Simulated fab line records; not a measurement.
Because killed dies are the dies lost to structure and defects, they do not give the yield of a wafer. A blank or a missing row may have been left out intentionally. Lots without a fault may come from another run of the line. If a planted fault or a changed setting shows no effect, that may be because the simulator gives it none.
Which of the tools did it? | flow gf180mcu | 13 lots, 39 wafers sampled, at 4 steps of a route of 602

## WHAT EACH GAUGE READ, for each wafer
GF_STI_THK_MEAS_02.
lot  | measured    | on            | STI_OXIDATION_THK (nm)
L261 | day 1 11:31 | film_metro-01 | 10.13 9.89 9.78
L262 | day 1 16:31 | film_metro-01 | 9.86 9.69 9.89
L263 | day 1 22:21 | film_metro-03 | 10.13 10.14 9.95
L264 | day 2 04:15 | film_metro-01 | 9.90 9.87 9.74
L265 | day 2 11:13 | film_metro-04 | 9.87 9.63 9.78
L267 | day 2 18:50 | film_metro-01 | 10.33 10.13 10.24
L268 | day 2 22:32 | film_metro-04 | 9.80 9.91 9.96
L269 | day 3 03:31 | film_metro-01 | 9.84 9.93 9.97
L270 | day 3 08:31 | film_metro-03 | 9.58 9.85 9.60
L271 | day 3 13:31 | film_metro-03 | 10.13 10.06 10.09
L272 | day 3 18:50 | film_metro-01 | 9.65 9.61 9.79
L279 | day 5 07:35 | film_metro-01 | 9.93 9.91 10.30
L284 | day 6 07:07 | film_metro-01 | 9.80 9.71 9.63

GF_VT_IMPLANT_TW_MEAS_43.
lot  | measured     | on            | VT_IMPLANT_4_TW
L261 | day 7 20:43  | film_metro-02 | 679 682 684
L262 | day 8 04:52  | film_metro-02 | 685 681 684
L263 | day 8 01:54  | film_metro-03 | 701 701 704
L264 | day 8 08:34  | film_metro-03 | 704 700 701
L265 | day 8 19:10  | film_metro-03 | 702 701 702
L267 | day 9 05:48  | film_metro-01 | 701 698 704
L268 | day 9 10:01  | film_metro-03 | 711 708 706
L269 | day 9 16:16  | film_metro-01 | 699 699 699
L270 | day 10 00:06 | film_metro-02 | 680 678 679
L271 | day 10 08:10 | film_metro-01 | 869 872 873
L272 | day 10 15:09 | film_metro-03 | 706 703 704
L279 | day 12 18:19 | film_metro-01 | 878 883 881
L284 | day 14 01:37 | film_metro-01 | 701 697 701

## EACH LOT AND THE TOOL THAT RAN IT (in order: tool; ch and the chambers of the sampled wafers; start)
lot  | GF_STI_ETCH_13                    | GF_VT_IMPLANT_IMPLANT_41
L261 | rie_diel-02 ch 0,2,3, day 2 01:08 | implanter-03 ch 0, day 7 20:29
L262 | rie_diel-01 ch 1,2,3, day 2 06:20 | implanter-04 ch 0, day 8 04:37
L263 | rie_diel-01 ch 0,2,3, day 2 11:53 | implanter-03 ch 0, day 8 01:39
L264 | rie_diel-04 ch 2,3, day 2 16:38   | implanter-03 ch 0, day 8 08:20
L265 | rie_diel-04 ch 1,2,3, day 3 00:47 | implanter-03 ch 0, day 8 18:56
L267 | rie_diel-01 ch 0,1,3, day 3 09:14 | implanter-04 ch 0, day 9 05:33
L268 | rie_diel-02 ch 2,3, day 3 13:11   | implanter-04 ch 0, day 9 09:48
L269 | rie_diel-04 ch 0,3, day 3 18:47   | implanter-03 ch 0, day 9 16:01
L270 | rie_diel-01 ch 1,2,3, day 3 23:53 | implanter-04 ch 0, day 9 23:51
L271 | rie_diel-04 ch 0,1,2, day 4 04:44 | implanter-03 ch 0, day 10 07:37
L272 | rie_diel-02 ch 1,2,3, day 4 10:11 | implanter-03 ch 0, day 10 14:54
L279 | rie_diel-01 ch 0,2,3, day 5 23:29 | implanter-01 ch 0, day 12 17:45
L284 | rie_diel-02 ch 0,1,2, day 7 00:29 | implanter-03 ch 0, day 14 01:23
- GF_STI_ETCH_13: etches the open film in CHF3/O2, stops on Si, target depth 282.31 nm, time 112.9 s.
- GF_VT_IMPLANT_IMPLANT_41

## AS READ BY THE TOOLS THEMSELVES (means over the sampled wafers that have a number; for cases with no such wafer, the mark the record gives instead)
GF_STI_ETCH_13.
lot  | tool        | drypump_motor_current_A (A) | oes_product_au (a.u.) | throttle_valve_pct (%)
L261 | rie_diel-02 | 5.6                         | 0.832                 | 8.814
L262 | rie_diel-01 | 5.9                         | 0.837                 | 8.807
L263 | rie_diel-01 | 5.9                         | 0.836                 | 8.809
L264 | rie_diel-04 | 5.2                         | 0.827                 | 8.814
L265 | rie_diel-04 | 5.5                         | 0.831                 | 8.801
L267 | rie_diel-01 | 5.9                         | 0.826                 | 8.805
L268 | rie_diel-02 | 5.5                         | 0.831                 | 8.816
L269 | rie_diel-04 | 5.2                         | 0.832                 | 8.817
L270 | rie_diel-01 | 5.9                         | 0.832                 | 8.808
L271 | rie_diel-04 | 5.3                         | 0.827                 | 8.805
L272 | rie_diel-02 | 5.9                         | 0.829                 | 8.809
L279 | rie_diel-01 | 5.9                         | 0.833                 | 8.806
L284 | rie_diel-02 | 6.0                         | 0.825                 | 8.818

## THE ANSWER, worked out from the rows above alone
Rule: the usual values come from the lots themselves. The widest of any qualifying gaps counts: lots, ordered by their means at a reading, are off when they make up no more than a third of the lots, leave a main group of 4 or more, and stand apart from it by 3 or more times the standard deviation of that group's means. If all means in a main group match to the digits the tables above print for the reading, that group is not used. A lot without any number at a reading at which 4 lots or more have one is off too. All remaining lots with rows at the step are treated as sound. After the gauges, taken in route order, come the tools' own readings; for these a lot's mean is taken, as printed above. The first step at which some lot is off is used, and at that step the reading that is off furthest; a lot without a number counts as furthest.
Off: at GF_VT_IMPLANT_TW_MEAS_43 (VT_IMPLANT_4_TW), L271, L279. Mean 697 and standard deviation 9.6 in the main group.
If a tool, at a process step before that reading, ran all the lots that are off and no sound lot after the first of them, it fits. The gauges at GF_VT_IMPLANT_TW_MEAS_43 are tried like those tools. No candidate that was tried fits.

## WHAT HAD BEEN PUT IN BY THE SIMULATOR
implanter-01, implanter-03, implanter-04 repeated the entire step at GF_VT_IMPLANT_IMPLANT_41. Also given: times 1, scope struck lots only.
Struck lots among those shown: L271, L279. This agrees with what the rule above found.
